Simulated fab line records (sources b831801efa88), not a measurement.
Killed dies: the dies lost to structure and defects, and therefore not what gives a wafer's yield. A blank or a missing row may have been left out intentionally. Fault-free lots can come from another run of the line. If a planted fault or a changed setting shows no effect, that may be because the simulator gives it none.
Chamber matching :: flow sky130 :: SKY_VIA2_ETCH_14 on rie diel-04 has 4 sister chambers
The step etches BARC in N2/H2, stops on SiO2, time 47.49 s, target depth 60 nm. 4 wafers are shown with their chamber, then 8 later ones without.

== EACH WAFER AND ITS CHAMBER ==
wafer: L079.6
chamber: 1
drypump motor current A (A): 6.4

wafer: L081.1
chamber: 0
drypump motor current A (A): 6.1

wafer: L081.6
chamber: 3
drypump motor current A (A): 5.6

wafer: L085.1
chamber: 2
drypump motor current A (A): 5.7

== WAFERS MISSING THEIR CHAMBER ==
wafer: L085.2
drypump motor current A (A): 5.6

wafer: L085.6
drypump motor current A (A): 6.1

wafer: L094.1
drypump motor current A (A): 5.6

wafer: L094.4
drypump motor current A (A): 6.5

wafer: L094.6
drypump motor current A (A): 5.7

wafer: L096.3
drypump motor current A (A): 5.6

wafer: L096.4
drypump motor current A (A): 5.7

wafer: L096.5
drypump motor current A (A): 5.6

== THE CHAMBER EACH PASSED THROUGH ==
wafer: L085.2
from the rows above: 3
in truth: 3

wafer: L085.6
from the rows above: 0
in truth: 0

wafer: L094.1
from the rows above: 3
in truth: 3

wafer: L094.4
from the rows above: 1
in truth: 1

wafer: L094.6
from the rows above: 2
in truth: 2

wafer: L096.3
from the rows above: 3
in truth: 3

wafer: L096.4
from the rows above: 2
in truth: 2

wafer: L096.5
from the rows above: 3
in truth: 3
Placed correctly: 8 of 8. Not placeable from these rows: 0. Number placed wrongly: 0.
How it was worked out, from the rows above alone: a wafer's distance from a chamber is the root of the sum, over the readings, of the square of ((its reading less the chamber's mean) divided by the reading's scatter). If the next closest chamber is less than 2 further off than the closest, the wafer can't be placed; otherwise it belongs to the closest. Each chamber's mean is taken over the wafers shown for it. The scatter: with one shown wafer a chamber, the root of the mean of the squares of how far each hidden wafer lies from its nearest shown one.
